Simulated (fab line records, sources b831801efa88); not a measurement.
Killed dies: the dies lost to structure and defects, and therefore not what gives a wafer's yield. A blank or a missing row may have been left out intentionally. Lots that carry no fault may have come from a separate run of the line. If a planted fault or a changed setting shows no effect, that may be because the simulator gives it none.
The tool behind it: which one? / flow gf180mcu / 11 lots, 33 wafers sampled, at 2 steps of a route of 602

## WHAT EACH GAUGE READ, for each wafer
GF_V5_RS_MEAS_24: measurement is done with a four-point probe.
lot=L814; measured=day 29 22:29; on=film_metro-02; V5_W_RS (ohm/sq)=0.322 0.322 0.320
lot=L815; measured=day 30 00:35; on=film_metro-01; V5_W_RS (ohm/sq)=0.322 0.323 0.322
lot=L816; measured=day 30 12:32; on=film_metro-03; V5_W_RS (ohm/sq)=0.321 0.315 0.316
lot=L817; measured=day 30 22:02; on=film_metro-01; V5_W_RS (ohm/sq)=0.328 0.330 0.326
lot=L818; measured=day 31 06:32; on=film_metro-03; V5_W_RS (ohm/sq)=0.320 0.328 0.320
lot=L819; measured=day 31 09:55; on=film_metro-01; V5_W_RS (ohm/sq)=0.327 0.323 0.325
lot=L823; measured=day 32 06:44; on=film_metro-01; V5_W_RS (ohm/sq)=0.505 0.513 0.511
lot=L825; measured=day 32 20:34; on=film_metro-02; V5_W_RS (ohm/sq)=0.504 0.501 0.325
lot=L828; measured=day 33 10:01; on=film_metro-01; V5_W_RS (ohm/sq)=0.315 0.328 0.326
lot=L831; measured=day 34 08:29; on=film_metro-01; V5_W_RS (ohm/sq)=0.318 0.321 0.321
lot=L833; measured=day 34 13:44; on=film_metro-02; V5_W_RS (ohm/sq)=0.323 0.319 0.320

## WHICH TOOL RAN EACH LOT (tool, then ch and the chambers of the sampled wafers, then the start)
lot=L814; GF_V5_CVD_23=cvd_w-01 ch 0,1, day 29 22:23
lot=L815; GF_V5_CVD_23=cvd_w-01 ch 0,1, day 30 00:28
lot=L816; GF_V5_CVD_23=cvd_w-02 ch 0,1, day 30 12:24
lot=L817; GF_V5_CVD_23=cvd_w-01 ch 0,1, day 30 21:55
lot=L818; GF_V5_CVD_23=cvd_w-02 ch 0,1, day 31 06:24
lot=L819; GF_V5_CVD_23=cvd_w-01 ch 0,1, day 31 09:48
lot=L823; GF_V5_CVD_23=cvd_w-01 ch 0, day 32 06:38
lot=L825; GF_V5_CVD_23=cvd_w-01 ch 0,1, day 32 20:26
lot=L828; GF_V5_CVD_23=cvd_w-02 ch 0,1, day 33 09:55
lot=L831; GF_V5_CVD_23=cvd_w-02 ch 1, day 34 08:19
lot=L833; GF_V5_CVD_23=cvd_w-02 ch 1, day 34 13:32
- GF_V5_CVD_23: deposits W, target thk 350 nm, time 104.9 s.

## THE ANSWER, worked out from the rows above alone
Rule: the usual values come from the lots themselves. Put in order of their means at a reading, lots are off if they are a third of the lots or fewer, leave a main group of 4 or more, and stand apart from it by a gap of 3 or more times the standard deviation of the main group's means; of several such gaps the widest counts. If all means in a main group match to the digits the tables above print for the reading, that group is not used. Also off: a lot with no number at a reading for which 4 or more lots have one. The other lots that the step has rows for count as sound.
Off: L823, L825, seen at GF_V5_RS_MEAS_24 (V5_W_RS). Mean 0.322 ohm/sq and standard deviation 0.0029 in the main group.
A tool fits if, at a process step before that reading, it ran every lot that is off, and no sound lot after the first of them. The gauges at GF_V5_RS_MEAS_24 are tried like those tools. One fits: GF_V5_CVD_23 on cvd_w-01. A fault onset in the window from L819 (day 31 09:48, its last sound lot) to L823 (day 32 06:38, its first lot off) fits.

## WHAT WAS PUT IN BY THE SIMULATOR
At GF_V5_CVD_23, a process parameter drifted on cvd_w-01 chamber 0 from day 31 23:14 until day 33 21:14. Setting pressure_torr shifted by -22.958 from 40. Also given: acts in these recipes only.
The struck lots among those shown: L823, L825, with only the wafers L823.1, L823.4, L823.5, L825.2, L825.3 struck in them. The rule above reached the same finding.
